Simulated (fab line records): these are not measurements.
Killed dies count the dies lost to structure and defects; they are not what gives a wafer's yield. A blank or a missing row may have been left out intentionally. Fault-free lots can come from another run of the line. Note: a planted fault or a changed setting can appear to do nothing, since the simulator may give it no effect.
Which of the tools did it? / flow gf180mcu / 13 lots with 39 wafers sampled at 3 steps, on a route of 602 steps

WHAT EACH GAUGE READ, for each wafer
GF_POLY_GATE_CD_MEAS_10: target cd 280 nm. Usual: cd_nm 280.0 nm, standard deviation 1.2.
lot=L934; measured=day 9 05:17; on=cd_sem-01; cd_nm (nm)=278.2 280.4 280.3; flag=
lot=L935; measured=day 9 14:58; on=cd_sem-02; cd_nm (nm)=282.6 281.2 282.1; flag=
lot=L936; measured=day 9 19:47; on=cd_sem-02; cd_nm (nm)=279.7 280.0 280.4; flag=
lot=L937; measured=day 10 03:01; on=cd_sem-02; cd_nm (nm)=279.8 280.6 280.1; flag=
lot=L941; measured=day 11 13:50; on=cd_sem-01; cd_nm (nm)=280.0 280.2 279.9; flag=
lot=L942; measured=day 11 18:05; on=cd_sem-02; cd_nm (nm)=279.5 278.3 278.4; flag=
lot=L944; measured=day 12 05:20; on=cd_sem-01; cd_nm (nm)=280.9 280.3 281.7; flag=
lot=L945; measured=day 12 14:51; on=cd_sem-01; cd_nm (nm)=278.9 279.7 279.3; flag=
lot=L946; measured=day 12 17:11; on=cd_sem-01; cd_nm (nm)=280.1 278.3 278.3; flag=
lot=L952; measured=day 15 00:35; on=cd_sem-02; cd_nm (nm)=278.7 278.6 278.5; flag=
lot=L953; measured=day 15 00:50; on=cd_sem-01; cd_nm (nm)=279.2 278.9 278.2; flag=
lot=L956; measured=day 15 20:05; on=cd_sem-01; cd_nm (nm)=280.2 280.9 281.5; flag=
lot=L955; measured=day 15 22:12; on=cd_sem-02; cd_nm (nm)=278.6 278.4 277.3; flag=

EACH LOT AND THE TOOL THAT RAN IT (in order: tool; ch and the chambers of the sampled wafers; start)
lot=L934; GF_VT_IMPLANT_STRIP_31=plasma_asher-03 ch 0,1, day 6 20:39; GF_VT_IMPLANT_RTA_45=rtp_anneal-02 ch 0, day 7 12:40
lot=L935; GF_VT_IMPLANT_STRIP_31=plasma_asher-03 ch 0,1, day 7 04:39; GF_VT_IMPLANT_RTA_45=rtp_anneal-02 ch 0, day 7 20:43
lot=L936; GF_VT_IMPLANT_STRIP_31=plasma_asher-01 ch 0, day 7 09:39; GF_VT_IMPLANT_RTA_45=rtp_anneal-01 ch 0, day 8 02:55
lot=L937; GF_VT_IMPLANT_STRIP_31=plasma_asher-01 ch 0,1, day 7 17:00; GF_VT_IMPLANT_RTA_45=rtp_anneal-01 ch 0, day 8 10:05
lot=L941; GF_VT_IMPLANT_STRIP_31=plasma_asher-03 ch 0,1, day 9 00:51; GF_VT_IMPLANT_RTA_45=rtp_anneal-02 ch 0, day 9 18:55
lot=L942; GF_VT_IMPLANT_STRIP_31=plasma_asher-04 ch 0,1, day 9 04:42; GF_VT_IMPLANT_RTA_45=rtp_anneal-02 ch 0, day 9 22:52
lot=L944; GF_VT_IMPLANT_STRIP_31=plasma_asher-04 ch 0,1, day 9 15:18; GF_VT_IMPLANT_RTA_45=rtp_anneal-02 ch 0, day 10 09:50
lot=L945; GF_VT_IMPLANT_STRIP_31=plasma_asher-01 ch 0,1, day 9 23:56; GF_VT_IMPLANT_RTA_45=rtp_anneal-02 ch 0, day 10 18:47
lot=L946; GF_VT_IMPLANT_STRIP_31=plasma_asher-01 ch 0, day 10 04:09; GF_VT_IMPLANT_RTA_45=rtp_anneal-02 ch 0, day 10 22:25
lot=L952; GF_VT_IMPLANT_STRIP_31=plasma_asher-03 ch 0,1, day 12 02:27; GF_VT_IMPLANT_RTA_45=rtp_anneal-02 ch 0, day 12 21:53
lot=L953; GF_VT_IMPLANT_STRIP_31=plasma_asher-01 ch 0,1, day 12 02:58; GF_VT_IMPLANT_RTA_45=rtp_anneal-01 ch 0, day 12 22:58
lot=L956; GF_VT_IMPLANT_STRIP_31=plasma_asher-04 ch 0,1, day 12 23:03; GF_VT_IMPLANT_RTA_45=rtp_anneal-01 ch 0, day 13 19:47
lot=L955; GF_VT_IMPLANT_STRIP_31=plasma_asher-03 ch 0,1, day 12 23:45; GF_VT_IMPLANT_RTA_45=rtp_anneal-02 ch 0, day 13 19:57
- GF_VT_IMPLANT_STRIP_31: strips in O2/N2.
- GF_VT_IMPLANT_RTA_45: time 30 s.

AS READ BY THE TOOLS THEMSELVES (means over the sampled wafers that have a number; for cases with no such wafer, the mark the record gives instead)
GF_VT_IMPLANT_STRIP_31. Usual: drypump_motor_current_A 5.75 A, standard deviation 0.19; heater_power_w 342 W, standard deviation 13; oes_product_au 0.716 a.u., standard deviation 0.0047; strip_time_to_endpoint_s 12.63 s, standard deviation 0.041.
lot=L934; tool=plasma_asher-03; drypump_motor_current_A (A)=5.77; heater_power_w (W)=333; oes_product_au (a.u.)=0.715; strip_time_to_endpoint_s (s)=12.62; flag=
lot=L935; tool=plasma_asher-03; drypump_motor_current_A (A)=5.76; heater_power_w (W)=340; oes_product_au (a.u.)=0.718; strip_time_to_endpoint_s (s)=12.62; flag=
lot=L936; tool=plasma_asher-01; drypump_motor_current_A (A)=6.01; heater_power_w (W)=333; oes_product_au (a.u.)=0.718; strip_time_to_endpoint_s (s)=12.63; flag=
lot=L937; tool=plasma_asher-01; drypump_motor_current_A (A)=5.86; heater_power_w (W)=331; oes_product_au (a.u.)=0.716; strip_time_to_endpoint_s (s)=12.66; flag=
lot=L941; tool=plasma_asher-03; drypump_motor_current_A (A)=5.72; heater_power_w (W)=334; oes_product_au (a.u.)=0.716; strip_time_to_endpoint_s (s)=12.63; flag=
lot=L942; tool=plasma_asher-04; drypump_motor_current_A (A)=5.64; heater_power_w (W)=360; oes_product_au (a.u.)=0.715; strip_time_to_endpoint_s (s)=12.67; flag=
lot=L944; tool=plasma_asher-04; drypump_motor_current_A (A)=5.63; heater_power_w (W)=362; oes_product_au (a.u.)=0.717; strip_time_to_endpoint_s (s)=12.66; flag=
lot=L945; tool=plasma_asher-01; drypump_motor_current_A (A)=5.73; heater_power_w (W)=338; oes_product_au (a.u.)=0.711; strip_time_to_endpoint_s (s)=12.65; flag=
lot=L946; tool=plasma_asher-01; drypump_motor_current_A (A)=6.00; heater_power_w (W)=330; oes_product_au (a.u.)=0.712; strip_time_to_endpoint_s (s)=12.65; flag=
lot=L952; tool=plasma_asher-03; drypump_motor_current_A (A)=5.78; heater_power_w (W)=337; oes_product_au (a.u.)=0.717; strip_time_to_endpoint_s (s)=12.58; flag=
lot=L953; tool=plasma_asher-01; drypump_motor_current_A (A)=5.86; heater_power_w (W)=338; oes_product_au (a.u.)=0.723; strip_time_to_endpoint_s (s)=12.64; flag=
lot=L956; tool=plasma_asher-04; drypump_motor_current_A (A)=5.61; heater_power_w (W)=363; oes_product_au (a.u.)=0.710; strip_time_to_endpoint_s (s)=12.58; flag=
lot=L955; tool=plasma_asher-03; drypump_motor_current_A (A)=5.74; heater_power_w (W)=337; oes_product_au (a.u.)=0.716; strip_time_to_endpoint_s (s)=12.63; flag=

GF_VT_IMPLANT_RTA_45. Usual: chamber_o2_ppm 1.998, standard deviation 0.021; lamp_power_pct 40.5 %, standard deviation 0.95; wafer_temp_C_max 1055.2, standard deviation 0.93.
lot=L934; tool=rtp_anneal-02; chamber_o2_ppm=2.005; lamp_power_pct (%)=39.9; wafer_temp_C_max=1054.9; flag=
lot=L935; tool=rtp_anneal-02; chamber_o2_ppm=2.008; lamp_power_pct (%)=39.8; wafer_temp_C_max=1054.9; flag=
lot=L936; tool=rtp_anneal-01; chamber_o2_ppm=1.987; lamp_power_pct (%)=41.8; wafer_temp_C_max=1054.9; flag=
lot=L937; tool=rtp_anneal-01; chamber_o2_ppm=1.989; lamp_power_pct (%)=41.8; wafer_temp_C_max=1054.5; flag=
lot=L941; tool=rtp_anneal-02; chamber_o2_ppm=1.988; lamp_power_pct (%)=39.8; wafer_temp_C_max=1055.4; flag=
lot=L942; tool=rtp_anneal-02; chamber_o2_ppm=1.995; lamp_power_pct (%)=39.8; wafer_temp_C_max=1055.3; flag=
lot=L944; tool=rtp_anneal-02; chamber_o2_ppm=1.985; lamp_power_pct (%)=39.8; wafer_temp_C_max=1056.0; flag=
lot=L945; tool=rtp_anneal-02; chamber_o2_ppm=2.016; lamp_power_pct (%)=39.8; wafer_temp_C_max=1055.1; flag=
lot=L946; tool=rtp_anneal-02; chamber_o2_ppm=1.988; lamp_power_pct (%)=39.8; wafer_temp_C_max=1054.9; flag=
lot=L952; tool=rtp_anneal-02; chamber_o2_ppm=2.001; lamp_power_pct (%)=39.8; wafer_temp_C_max=1055.5; flag=
lot=L953; tool=rtp_anneal-01; chamber_o2_ppm=1.983; lamp_power_pct (%)=41.8; wafer_temp_C_max=1057.2; flag=
lot=L956; tool=rtp_anneal-01; chamber_o2_ppm=2.026; lamp_power_pct (%)=41.8; wafer_temp_C_max=1055.1; flag=
lot=L955; tool=rtp_anneal-02; chamber_o2_ppm=1.975; lamp_power_pct (%)=39.8; wafer_temp_C_max=1054.7; flag=

THE ANSWER, worked out from the rows above alone
Rule: take the mean of a lot's wafers that have a number; if it is more than 3 standard deviations from the usual mean, the lot is off. A lot without any number at a reading at which 4 lots or more have one is off too. The other lots that the step has rows for count as sound. Order of review: gauges by route order, followed by the tools' own readings, for which a lot's mean as printed above is used. At the first step where some lot is off, the reading lying furthest off is the one used; lots without a number count as furthest.
No lot is off on any of the readings shown, so nothing can be concluded from this.

WHAT THE SIMULATOR HAD PUT IN
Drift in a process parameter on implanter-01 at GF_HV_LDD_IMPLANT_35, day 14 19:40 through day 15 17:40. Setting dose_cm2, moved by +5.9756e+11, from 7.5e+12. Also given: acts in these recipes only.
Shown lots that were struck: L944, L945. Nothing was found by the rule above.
